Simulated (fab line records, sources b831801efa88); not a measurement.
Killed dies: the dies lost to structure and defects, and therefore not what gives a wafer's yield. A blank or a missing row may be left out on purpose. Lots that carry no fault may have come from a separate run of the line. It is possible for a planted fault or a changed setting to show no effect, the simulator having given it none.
Which tool was responsible? -- flow sky130 -- Sampling: 13 lots, 39 wafers, 5 of 708 route steps

== WHAT EACH GAUGE READ, for each wafer ==
SKY_VT_ADJUST_LVTN_OVL_MEAS_18.
lot,measured,on,VT_ADJUST_LVTN_01_OVL (nm)
L237,day 7 23:13,overlay-02,2.9 1.5 0.8
L238,day 8 05:28,overlay-01,-2.9 -2.1 -0.9
L240,day 8 16:25,overlay-01,0.6 0.3 1.0
L244,day 9 21:36,overlay-02,-1.7 -1.0 -2.3
L245,day 10 07:39,overlay-01,-1.0 -1.3 -0.9
L251,day 12 04:40,overlay-02,-1.4 -1.4 -2.4
L252,day 12 10:37,overlay-01,2.6 2.2 -0.9
L253,day 12 16:10,overlay-01,-3.9 -3.5 -2.7
L254,day 12 23:52,overlay-01,-0.3 -1.5 1.9
L255,day 13 12:55,overlay-02,-0.5 1.1 1.3
L256,day 13 19:15,overlay-02,1.2 1.9 1.6
L257,day 13 20:04,overlay-02,1.0 0.9 1.1
L258,day 14 08:37,overlay-02,-1.1 0.4 1.7

SKY_VT_ADJUST_NCORE_OVL_MEAS_08.
lot,measured,on,VT_ADJUST_NCORE_OVL (nm)
L237,day 8 20:12,overlay-02,-3.1 -1.5 -0.4
L238,day 9 01:58,overlay-02,-2.9 0.2 -0.9
L240,day 9 14:43,overlay-02,0.7 -1.4 -0.2
L244,day 10 19:50,overlay-02,-0.4 -1.8 -0.1
L245,day 11 06:56,overlay-01,-3.9 -2.1 -4.4
L251,day 13 06:14,overlay-01,-2.1 -2.0 -1.3
L252,day 13 11:57,overlay-01,0.3 -0.1 0.5
L253,day 13 17:19,overlay-02,0.4 -0.4 -0.6
L254,day 14 00:44,overlay-01,-3.6 -4.3 -5.1
L255,day 14 14:50,overlay-02,0.4 -0.7 1.5
L256,day 14 22:00,overlay-01,-0.9 -2.0 -1.2
L257,day 14 23:30,overlay-01,-1.3 -3.1 -3.8
L258,day 15 12:15,overlay-02,-0.1 -1.9 -1.1

SKY_VT_ADJUST_PCH_TW_MEAS_10.
lot,measured,on,VT_ADJUST_PCH_TW
L237,day 10 16:56,filmMetro-04,140.9 141.0 141.4
L238,day 10 23:29,filmMetro-03,145.6 145.0 144.8
L240,day 11 12:58,filmMetro-03,146.0 145.9 146.3
L244,day 12 22:17,filmMetro-02,143.1 143.1 142.6
L245,day 13 08:51,filmMetro-02,144.0 144.0 143.6
L251,day 15 11:23,filmMetro-03,145.3 145.6 145.7
L252,day 15 16:36,filmMetro-03,145.6 145.2 145.4
L253,day 15 21:53,filmMetro-02,144.6 144.2 144.8
L254,day 16 07:13,filmMetro-03,146.4 145.8 146.4
L255,day 16 22:02,filmMetro-02,142.6 143.1 142.5
L256,day 17 04:51,filmMetro-02,144.0 144.3 143.6
L257,day 17 06:45,filmMetro-03,147.1 146.1 147.6
L258,day 17 22:16,filmMetro-04,141.4 142.5 141.9

SKY_GATE_OXIDE_THK_MEAS_02.
lot,measured,on,GATE_OXIDE_OXIDATION_00_THK (nm)
L237,day 13 04:51,filmMetro-03,10.28 10.34 10.04
L238,day 13 09:15,filmMetro-02,10.14 9.93 10.10
L240,day 13 21:51,filmMetro-02,10.30 10.23 10.29
L244,day 15 10:17,filmMetro-01,5.85 5.65 5.70 5.85 5.60 5.79
L245,day 16 03:04,filmMetro-02,6.04 5.99 6.03 6.08 6.01 5.98
L251,day 18 02:50,filmMetro-01,10.39 10.51 10.28
L252,day 18 12:14,filmMetro-02,10.55 10.52 10.59
L253,day 18 17:53,filmMetro-03,10.65 10.58 10.67
L254,day 19 04:50,filmMetro-03,10.28 10.34 10.51
L255,day 19 22:39,filmMetro-01,10.56 10.37 10.66
L256,day 20 02:58,filmMetro-03,10.28 10.18 10.26
L257,day 20 10:38,filmMetro-03,10.25 10.38 10.16
L258,day 20 19:19,filmMetro-03,10.16 10.23 10.36

== EACH LOT AND THE TOOL THAT RAN IT (in order: tool; ch and the chambers of the sampled wafers; start) ==
lot,SKY_GATE_OXIDE_OXIDATION_01
L237,"furnace-02 ch 0, day 13 03:26"
L238,"furnace-01 ch 0, day 13 07:49"
L240,"furnace-01 ch 0, day 13 20:26"
L244,"furnace-02 ch 0, day 15 08:51"
L245,"furnace-02 ch 0, day 16 01:39"
L251,"furnace-01 ch 0, day 18 01:25"
L252,"furnace-02 ch 0, day 18 10:49"
L253,"furnace-01 ch 0, day 18 16:29"
L254,"furnace-01 ch 0, day 19 03:25"
L255,"furnace-02 ch 0, day 19 21:14"
L256,"furnace-01 ch 0, day 20 01:32"
L257,"furnace-02 ch 0, day 20 09:12"
L258,"furnace-01 ch 0, day 20 17:53"
- SKY_GATE_OXIDE_OXIDATION_01: stabilise 600 s, purge 300 s, target thk 10.268 nm.

== AS READ BY THE TOOLS THEMSELVES (means over the sampled wafers that have a number; for cases with no such wafer, the mark the record gives instead) ==
SKY_GATE_OXIDE_OXIDATION_01.
lot,tool,oxTempC (C),spikeTcUpperC (C),zonePowerLowerPct (%)
L237,furnace-02,900.8,899.1,17.5
L238,furnace-01,899.8,901.8,18.6
L240,furnace-01,899.7,902.6,18.7
L244,furnace-02,899.9,899.0,17.4
L245,furnace-02,900.0,899.4,17.6
L251,furnace-01,899.9,901.0,18.6
L252,furnace-02,900.1,898.8,17.3
L253,furnace-01,900.3,902.2,18.7
L254,furnace-01,899.9,901.7,18.4
L255,furnace-02,900.0,898.9,17.8
L256,furnace-01,899.3,900.9,18.7
L257,furnace-02,900.2,899.2,17.4
L258,furnace-01,900.1,902.2,18.7

== THE ANSWER, worked out from the rows above alone ==
Rule: the lots themselves supply what counts as usual. The widest of any qualifying gaps counts: lots, ordered by their means at a reading, are off when they make up no more than a third of the lots, leave a main group of 4 or more, and stand apart from it by 3 or more times the standard deviation of that group's means. A main group whose means are all the same, to the digits that the tables above print for the reading, isn't used. A lot without any number at a reading at which 4 lots or more have one is off too. Any other lot the step has rows for is counted as sound. After the gauges, taken in route order, come the tools' own readings; for these a lot's mean is taken, as printed above. The first step at which some lot is off is used, and at that step the reading that is off furthest; a lot without a number counts as furthest.
Off: at SKY_GATE_OXIDE_THK_MEAS_02 (GATE_OXIDE_OXIDATION_00_THK), L244, L245. Mean 10.34 nm and standard deviation 0.16 in the main group.
A tool fits if, at a process step before that reading, it ran every lot that is off, and no sound lot after the first of them. Gauges at SKY_GATE_OXIDE_THK_MEAS_02: tried the same way as those tools. Of those tried, none fits.

== WHAT THE SIMULATOR PUT IN ==
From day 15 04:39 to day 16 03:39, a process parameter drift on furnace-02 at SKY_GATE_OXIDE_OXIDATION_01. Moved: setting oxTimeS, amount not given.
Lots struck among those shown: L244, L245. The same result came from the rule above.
